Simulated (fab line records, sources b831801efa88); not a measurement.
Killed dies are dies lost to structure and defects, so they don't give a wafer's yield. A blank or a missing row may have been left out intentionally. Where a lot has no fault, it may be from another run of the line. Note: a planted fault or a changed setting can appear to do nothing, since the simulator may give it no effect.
One fault seen from 2 desks | flow gf180mcu | each desk holds nothing but its own numbers, with what lay behind them at the end

METROLOGY DESK
Lot by lot, what the gauges showed, no matter which tool ran the lot: averages of those sampled wafers that carry a number. If a lot's mean is further than 4 standard deviations from the usual mean, the lot is out of limits and carries the mark OUT (the distance appears in the brackets).
Columns: A = HV_LDD_OVL at GF_HV_LDD_OVL_MEAS_08, usual -1.0 nm; B = HV_LDD_01_OVL at GF_HV_LDD_OVL_MEAS_20, usual -0.9 nm; C = cdNm at GF_HV_LDD_CD_MEAS_31, usual 400.3 nm; D = HV_LDD_3_TW at GF_HV_LDD_TW_MEAS_38, usual 1439; E = HV_LDD_RS at GF_HV_LDD_RS_MEAS_53, usual 418.9 ohm/sq
lot  | first seen here | A    | B    | C     | D    | E
L829 | day 9 17:53     | -0.4 | -2.1 | 401.0 | 1434 | 419.2
L830 | day 10 08:00    | -1.5 | -0.3 | 402.0 | 1446 | 419.5
L831 | day 10 15:22    | 0.8  | 1.2  | 399.3 | 1441 | 419.8
L832 | day 10 18:28    | -1.5 | 0.2  | 400.8 | 1454 | 418.8
L833 | day 11 06:02    | -1.8 | -1.0 | 402.0 | 1436 | 417.9
L834 | day 11 10:10    | -2.4 | -1.0 | 401.4 | 1437 | 417.8
L835 | day 11 14:27    | -0.7 | -1.2 | 402.3 | 1440 | 419.6
L836 | day 12 07:04    | -1.5 | -0.8 | 400.7 | 1436 | 419.4
L839 | day 13 02:55    | -2.4 | -2.1 | 400.4 | 1426 | 419.0
L840 | day 13 09:32    | -2.5 | -1.1 | 402.1 | 1442 | 419.1
L841 | day 13 13:01    | -2.3 | -1.8 | 401.7 | 1445 | 418.3
L849 | day 15 23:46    | -0.3 | -0.6 | 398.4 | 1418 | 423.4 (+5.1) OUT
L850 | day 16 09:45    | 0.9  | -1.4 | 400.3 | 1422 | 423.4 (+5.0) OUT
Finding of this desk: L849, L850 out of limits, first seen on L849 at day 18 22:05 (HV_LDD_RS at GF_HV_LDD_RS_MEAS_53). L829, L830, L831, L832, L833, L834, L835, L836, L839, L840, L841 stayed within limits.

THE TOOL OWNER'S DESK: implanter-03
The tool's own readings at GF_HV_LDD_IMPLANT_35, given as means over the sampled wafers that have a number, one for each lot that went through this tool. If a lot's mean is further than 4 standard deviations from the usual mean, the lot is out of limits and carries the mark OUT (the distance appears in the brackets).
Columns: A = beamOnS at GF_HV_LDD_IMPLANT_35, usual 10.00 s; B = endStationPressureTorr at GF_HV_LDD_IMPLANT_35, usual 5.02e-06 Torr; C = faradayCurrentUA at GF_HV_LDD_IMPLANT_35, usual 42.3
lot  | first seen here | A               | B        | C
L831 | day 12 05:37    | 10.01           | 5.32e-06 | 42.3
L835 | day 13 07:02    | 10.02           | 4.99e-06 | 42.2
L839 | day 14 21:05    | 9.84            | 5.00e-06 | 42.9
L849 | day 17 21:35    | 8.20 (-8.2) OUT | 5.23e-06 | 51.5 (+9.9) OUT
L850 | day 18 07:30    | 7.94 (-9.4) OUT | 4.96e-06 | 53.3 (+12) OUT
This desk finds L849, L850 out of limits, L849 being first, at day 17 21:35 (beamOnS at GF_HV_LDD_IMPLANT_35). L831, L835, L839 stayed within limits.

ALL TOGETHER
At day 17 21:35, on L849, L850, the tool owner's desk was in a position to raise an alarm.
Metrology desk: alarm possible at day 18 22:05 on L849, L850.
On implanter-03, each named lot ran GF_HV_LDD_IMPLANT_35.

WHAT WAS PUT IN BY THE SIMULATOR
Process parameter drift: implanter-03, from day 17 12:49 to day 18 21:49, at GF_HV_LDD_IMPLANT_35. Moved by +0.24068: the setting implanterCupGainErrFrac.
Lots struck among those shown: L849, L850.
Delay (hours) between the fault's onset and each desk's first out-of-limits reading: 9 at the tool owner's desk, 33 at the metrology desk.
